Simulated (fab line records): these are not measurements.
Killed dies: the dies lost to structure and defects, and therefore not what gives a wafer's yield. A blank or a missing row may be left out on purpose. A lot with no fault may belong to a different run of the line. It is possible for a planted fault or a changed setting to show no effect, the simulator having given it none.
Matching of chambers / flow gf180mcu / GF_V3_CMP_26 on cmp-01 has 4 sister chambers
The step polishes, stops on SiO2, t overpolish 15 s, target thk 0 nm. 16 wafers are shown with their chamber, then 8 later ones without.

WAFERS PAIRED WITH THEIR CHAMBERS
wafer=L191.2; chamber=3; motor current A (A)=12.6; time to endpoint s (s)=94; overpolish run s (s)=15.004
wafer=L191.3; chamber=2; motor current A (A)=9.6; time to endpoint s (s)=92; overpolish run s (s)=14.993
wafer=L191.6; chamber=0; motor current A (A)=12.0; time to endpoint s (s)=80; overpolish run s (s)=15.004
wafer=L193.3; chamber=2; motor current A (A)=9.8; time to endpoint s (s)=91; overpolish run s (s)=14.986
wafer=L193.5; chamber=1; motor current A (A)=11.7; time to endpoint s (s)=84; overpolish run s (s)=15.006
wafer=L193.6; chamber=0; motor current A (A)=12.1; time to endpoint s (s)=76; overpolish run s (s)=14.995
wafer=L194.3; chamber=3; motor current A (A)=12.3; time to endpoint s (s)=98; overpolish run s (s)=15.000
wafer=L194.4; chamber=1; motor current A (A)=11.8; time to endpoint s (s)=90; overpolish run s (s)=15.004
wafer=L194.6; chamber=3; motor current A (A)=12.2; time to endpoint s (s)=98; overpolish run s (s)=15.001
wafer=L199.3; chamber=2; motor current A (A)=9.4; time to endpoint s (s)=96; overpolish run s (s)=14.995
wafer=L199.4; chamber=3; motor current A (A)=12.9; time to endpoint s (s)=101; overpolish run s (s)=15.007
wafer=L199.5; chamber=2; motor current A (A)=9.7; time to endpoint s (s)=95; overpolish run s (s)=14.990
wafer=L203.3; chamber=1; motor current A (A)=11.1; time to endpoint s (s)=87; overpolish run s (s)=14.993
wafer=L203.4; chamber=2; motor current A (A)=9.8; time to endpoint s (s)=86; overpolish run s (s)=15.010
wafer=L203.6; chamber=0; motor current A (A)=12.2; time to endpoint s (s)=82; overpolish run s (s)=15.019
wafer=L205.2; chamber=3; motor current A (A)=12.7; time to endpoint s (s)=95; overpolish run s (s)=14.992

SIGNATURES, as means of the wafers listed above
reading=motor current A; chamber 0=12.100; chamber 1=11.533; chamber 2=9.660; chamber 3=12.540; scatter within a chamber=0.25
reading=time to endpoint s; chamber 0=79.33; chamber 1=87.00; chamber 2=92.00; chamber 3=97.20; scatter within a chamber=3.28
reading=overpolish run s; chamber 0=15.00600; chamber 1=15.00100; chamber 2=14.99480; chamber 3=15.00080; scatter within a chamber=0.00843
Rule: for each reading, subtract the chamber's mean from the wafer's reading, divide by that reading's scatter and square the result; add these up over the readings and take the root, which gives the wafer's distance from the chamber. If the next closest chamber is less than 2 further off than the closest, the wafer can't be placed; otherwise it belongs to the closest. The scatter is the square root of a quotient: the sum, over the shown wafers, of each reading's squared deviation from its chamber's mean, divided by wafers minus chambers.

WAFERS WITH NO CHAMBER GIVEN
wafer=L205.3; motor current A (A)=10.0; time to endpoint s (s)=93; overpolish run s (s)=15.005
wafer=L205.5; motor current A (A)=12.3; time to endpoint s (s)=97; overpolish run s (s)=14.989
wafer=L206.3; motor current A (A)=11.8; time to endpoint s (s)=93; overpolish run s (s)=14.992
wafer=L206.4; motor current A (A)=9.7; time to endpoint s (s)=90; overpolish run s (s)=15.008
wafer=L206.6; motor current A (A)=9.4; time to endpoint s (s)=95; overpolish run s (s)=15.005
wafer=L207.2; motor current A (A)=12.2; time to endpoint s (s)=84; overpolish run s (s)=15.002
wafer=L207.4; motor current A (A)=9.9; time to endpoint s (s)=93; overpolish run s (s)=15.006
wafer=L207.6; motor current A (A)=12.0; time to endpoint s (s)=95; overpolish run s (s)=14.997

THE CHAMBER EACH PASSED THROUGH
wafer=L205.3; from the rows above=2; in truth=2
wafer=L205.5; from the rows above=3; in truth=3
wafer=L206.3; from the rows above=can't be placed: 1 or 3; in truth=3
wafer=L206.4; from the rows above=2; in truth=2
wafer=L206.6; from the rows above=2; in truth=2
wafer=L207.2; from the rows above=can't be placed: 0 or 1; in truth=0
wafer=L207.4; from the rows above=2; in truth=2
wafer=L207.6; from the rows above=can't be placed: 3 or 1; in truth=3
Correct placement for 5 of the 8. Can't be placed from these rows: 3 (the true chamber is among the candidates in 3). Placed wrongly: 0.
